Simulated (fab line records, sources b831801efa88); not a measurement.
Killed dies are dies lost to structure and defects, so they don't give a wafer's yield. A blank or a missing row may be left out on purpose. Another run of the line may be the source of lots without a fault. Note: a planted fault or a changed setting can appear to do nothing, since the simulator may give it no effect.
Which tool did it?	flow sky130	33 wafers from 11 lots sampled at 6 of the route's 708 steps

== WHAT THE GAUGES READ, wafer by wafer ==
SKY_VIA3_RS_MEAS_22: the measuring method here is four-point-probe. Usual: VIA3_W_RS gives 0.2945 ohm/sq (standard deviation 0.0027).
lot	measured	on	VIA3_W_RS (ohm/sq)	flag
L775	day 40 01:58	film_metro-03	0.2957 0.2930 0.2919	
L776	day 40 09:02	film_metro-03	0.2985 0.2991 0.2979	
L778	day 41 07:55	film_metro-03	0.2903 0.2930 0.2935	
L781	day 42 13:00	film_metro-02	0.2876 0.2913 0.2920	
L780	day 42 14:44	film_metro-04	0.2930 0.2929 0.2899	
L785	day 43 09:24	film_metro-03	0.2953 0.2959 0.2941	
L788	day 43 17:31	film_metro-04	0.1584 0.1575 0.1586 0.1586 0.1573 0.1585	OFF
L790	day 44 11:28	film_metro-02	0.2917 0.2933 0.2943	
L789	day 44 17:06	film_metro-03	0.2943 0.2914 0.1570 0.2941 0.2902 0.1573	OFF
L792	day 45 03:11	film_metro-03	0.2955 0.2983 0.2984	
L794	day 45 07:10	film_metro-02	0.2935 0.2915 0.2950	

SKY_CAP2M_RS_MEAS_03: the measuring method here is four-point-probe. Usual: CAP2M_TIN_RS gives 6.89 ohm/sq (standard deviation 0.086).
lot	measured	on	CAP2M_TIN_RS (ohm/sq)	flag
L775	day 40 02:47	film_metro-01	6.98 6.86 6.96	
L776	day 40 09:52	film_metro-01	6.87 6.98 6.86	
L778	day 41 08:44	film_metro-01	6.97 6.94 6.97	
L781	day 42 13:49	film_metro-04	6.98 7.01 6.97	
L780	day 42 15:34	film_metro-04	6.96 6.93 6.85	
L785	day 43 10:28	film_metro-01	6.97 6.82 6.92	
L788	day 48 11:19	film_metro-03	6.86 6.88 6.86	
L790	day 44 12:17	film_metro-03	6.82 6.92 6.81	
L789	day 45 01:47	film_metro-01	6.87 6.83 6.90	
L792	day 45 04:31	film_metro-01	7.05 7.09 7.15	
L794	day 45 08:00	film_metro-03	6.86 6.77 6.72	

== EACH LOT AND THE TOOL THAT RAN IT (in order: tool; ch and the chambers of the sampled wafers; start) ==
lot	SKY_METAL3_SPUTTER_01	SKY_METAL3_SPUTTER_02	SKY_VIA3_CVD_21	SKY_VIA3_CMP_24
L775	pvd_sputter-01, day 36 16:56	pvd_sputter-01, day 36 16:57	cvd_w-02 ch 0,1, day 40 01:50	cmp-01 ch 0,3, day 40 02:06
L776	pvd_sputter-03, day 37 01:13	pvd_sputter-03, day 37 01:14	cvd_w-02 ch 0, day 40 08:47	cmp-02 ch 0,2,3, day 40 09:16
L778	pvd_sputter-04, day 38 01:11	pvd_sputter-04, day 38 01:13	cvd_w-02 ch 0,1, day 41 07:47	cmp-02 ch 0,2,3, day 41 08:05
L781	pvd_sputter-04, day 39 06:56	pvd_sputter-04, day 39 06:58	cvd_w-02 ch 0,1, day 42 12:52	cmp-02 ch 0,1,2, day 42 13:11
L780	pvd_sputter-04, day 39 09:31	pvd_sputter-04, day 39 09:32	cvd_w-01 ch 1, day 42 14:35	cmp-01 ch 0,2,3, day 42 14:53
L785	pvd_sputter-01, day 40 05:37	pvd_sputter-01, day 40 05:38	cvd_w-02 ch 0,1, day 43 09:16	cmp-02 ch 1,2,3, day 43 09:47
L788	pvd_sputter-03, day 40 15:23	pvd_sputter-03, day 40 15:25	cvd_w-02 ch 1, day 43 17:23	cmp-01 ch 0,3, day 48 10:38
L790	pvd_sputter-04, day 41 09:41	pvd_sputter-04, day 41 09:43	cvd_w-01 ch 0,1, day 44 11:20	cmp-01 ch 0,2,3, day 44 11:38
L789	pvd_sputter-04, day 41 15:01	pvd_sputter-04, day 41 15:03	cvd_w-02 ch 0,1, day 44 16:59	cmp-01 ch 2,3, day 45 01:07
L792	pvd_sputter-04, day 42 01:38	pvd_sputter-04, day 42 01:40	cvd_w-01 ch 0,1, day 45 03:04	cmp-01 ch 1,2,3, day 45 04:00
L794	pvd_sputter-01, day 42 05:52	pvd_sputter-01, day 42 05:54	cvd_w-01 ch 0,1, day 45 07:02	cmp-01 ch 1,2,3, day 45 07:23
- SKY_METAL3_SPUTTER_01: material TiN, target thk 20 nm, time 16.7 s.
- SKY_METAL3_SPUTTER_02: material AlCu, target thk 735 nm, time 39.1 s.
- SKY_VIA3_CVD_21: deposits W, target thk 390 nm, time 117.31 s.
- SKY_VIA3_CMP_24: polishes, stops on SiO2, t overpolish 20 s, target thk 0 nm.

== WHAT THE TOOLS THEMSELVES READ (means of the sampled wafers that have a number; where no wafer has one, the mark that the record gives instead) ==
SKY_METAL3_SPUTTER_01. Usual: throttle_valve_pct at 30.1 %, with a standard deviation of 1.4.
lot	tool	throttle_valve_pct (%)	flag
L775	pvd_sputter-01	29.6	
L776	pvd_sputter-03	28.6	
L778	pvd_sputter-04	32.4	
L781	pvd_sputter-04	30.2	
L780	pvd_sputter-04	31.1	
L785	pvd_sputter-01	29.7	
L788	pvd_sputter-03	29.3	
L790	pvd_sputter-04	30.4	
L789	pvd_sputter-04	29.9	
L792	pvd_sputter-04	31.9	
L794	pvd_sputter-01	29.4	

SKY_METAL3_SPUTTER_02. Usual: throttle_valve_pct at 30.1 %, with a standard deviation of 1.4.
lot	tool	throttle_valve_pct (%)	flag
L775	pvd_sputter-01	29.6	
L776	pvd_sputter-03	28.6	
L778	pvd_sputter-04	32.3	
L781	pvd_sputter-04	30.3	
L780	pvd_sputter-04	31.0	
L785	pvd_sputter-01	29.7	
L788	pvd_sputter-03	29.4	
L790	pvd_sputter-04	30.3	
L789	pvd_sputter-04	29.6	
L792	pvd_sputter-04	31.9	
L794	pvd_sputter-01	29.3	

SKY_VIA3_CVD_21. Usual: heater_power_w at 794 W, with a standard deviation of 48.
lot	tool	heater_power_w (W)	flag
L775	cvd_w-02	773	
L776	cvd_w-02	823	
L778	cvd_w-02	763	
L781	cvd_w-02	764	
L780	cvd_w-01	862	
L785	cvd_w-02	764	
L788	cvd_w-02	737	
L790	cvd_w-01	814	
L789	cvd_w-02	795	
L792	cvd_w-01	803	
L794	cvd_w-01	836	

SKY_VIA3_CMP_24. Usual: edge_zone_pressure_frac 1.000, standard deviation 0.0049; motor_current_A 11.3 A, standard deviation 1.4; time_to_endpoint_s 95 s, standard deviation 4.
lot	tool	edge_zone_pressure_frac	motor_current_A (A)	time_to_endpoint_s (s)	flag
L775	cmp-01	1.000	9.5	98	
L776	cmp-02	1.000	12.0	89	
L778	cmp-02	0.995	11.5	92	
L781	cmp-02	0.996	11.9	92	
L780	cmp-01	0.997	10.4	102	
L785	cmp-02	1.008	12.1	92	
L788	cmp-01	0.999	9.2	174	OFF
L790	cmp-01	1.000	10.4	96	
L789	cmp-01	1.000	10.6	125	OFF
L792	cmp-01	1.005	11.2	96	
L794	cmp-01	0.999	11.0	94	

== THE ANSWER, worked out from the rows above alone ==
Rule: lot off if the mean of its wafers having a number is beyond 3 standard deviations from the usual mean. A lot without any number at a reading at which 4 lots or more have one is off too. Where the step has rows for the other lots, those lots are counted as sound. After the gauges, taken in route order, come the tools' own readings; for these a lot's mean is taken, as printed above. At the first step where some lot is off, the reading lying furthest off is the one used; lots without a number count as furthest.
Off: L788, L789, seen at SKY_VIA3_RS_MEAS_22 (VIA3_W_RS).
A tool fits if, at a process step before that reading, it ran every lot that is off, and no sound lot after the first of them. The gauges at SKY_VIA3_RS_MEAS_22 aren't tried: what is off there is off at SKY_VIA3_CMP_24 too, on other tools, and a gauge's error can't cause that. One fits: cvd_w-02 at SKY_VIA3_CVD_21. A fault onset in the window from L785 (day 43 09:16, its last sound lot) to L788 (day 43 17:23, its first lot off) fits.

== WHAT HAD BEEN PUT IN BY THE SIMULATOR ==
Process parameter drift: cvd_w-02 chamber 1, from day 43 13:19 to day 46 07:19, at SKY_VIA3_CVD_21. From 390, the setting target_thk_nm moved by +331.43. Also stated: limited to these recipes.
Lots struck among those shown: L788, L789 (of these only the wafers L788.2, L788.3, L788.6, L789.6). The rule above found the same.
